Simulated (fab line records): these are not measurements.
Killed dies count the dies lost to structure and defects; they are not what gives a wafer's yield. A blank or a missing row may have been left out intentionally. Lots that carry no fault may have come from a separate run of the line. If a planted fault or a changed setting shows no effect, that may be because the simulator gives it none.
Which tool was responsible? ; flow gf180mcu ; Sampling: 7 lots, 21 wafers, 2 of 602 route steps

== WHAT EACH GAUGE READ, for each wafer ==
GF_STI_THK_MEAS_30.
lot;measured;on;STI_OXIDATION_02_THK (nm)
L964;day 2 11:08;film_metro-02;9.95 9.93 9.93
L968;day 3 08:09;film_metro-01;10.15 10.27 10.24
L972;day 4 05:53;film_metro-02;11.58 11.48 11.64
L977;day 5 07:25;film_metro-01;9.95 10.11 9.90
L982;day 6 08:44;film_metro-01;9.87 9.92 9.75
L984;day 6 17:55;film_metro-03;9.79 10.07 9.78
L986;day 7 04:20;film_metro-02;10.24 10.27 10.18

== EACH LOT AND THE TOOL THAT RAN IT (in order: tool; ch and the chambers of the sampled wafers; start) ==
lot;GF_STI_OXIDATION_29
L964;furnace-02 ch 0, day 2 09:43
L968;furnace-02 ch 0, day 3 06:44
L972;furnace-01 ch 0, day 4 04:28
L977;furnace-02 ch 0, day 5 06:01
L982;furnace-02 ch 0, day 6 07:21
L984;furnace-02 ch 0, day 6 16:31
L986;furnace-02 ch 0, day 7 02:56
- GF_STI_OXIDATION_29: stabilise 600 s, purge 300 s, target thk 10 nm.

== THE ANSWER, worked out from the rows above alone ==
Rule: what is usual is taken from the lots themselves. The widest of any qualifying gaps counts: lots, ordered by their means at a reading, are off when they make up no more than a third of the lots, leave a main group of 4 or more, and stand apart from it by 3 or more times the standard deviation of that group's means. Not used: any main group whose means are identical at the precision the tables above print for the reading. Also off: a lot with no number at a reading for which 4 or more lots have one. Any other lot the step has rows for is counted as sound.
Off: L972, at GF_STI_THK_MEAS_30 (STI_OXIDATION_02_THK). The main group has a mean of 10.02 nm with a standard deviation of 0.15.
If a tool, at a process step before that reading, ran all the lots that are off and no sound lot after the first of them, it fits. Gauges at GF_STI_THK_MEAS_30: tried the same way as those tools. One fits: furnace-01 at GF_STI_OXIDATION_29. It ran no sound lot before its first lot that is off in this sample, so the start can't be narrowed down.

== WHAT THE SIMULATOR PUT IN ==
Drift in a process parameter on furnace-01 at GF_STI_OXIDATION_29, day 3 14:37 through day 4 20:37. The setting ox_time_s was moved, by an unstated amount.
Lots struck among those shown: L972. The same result came from the rule above.
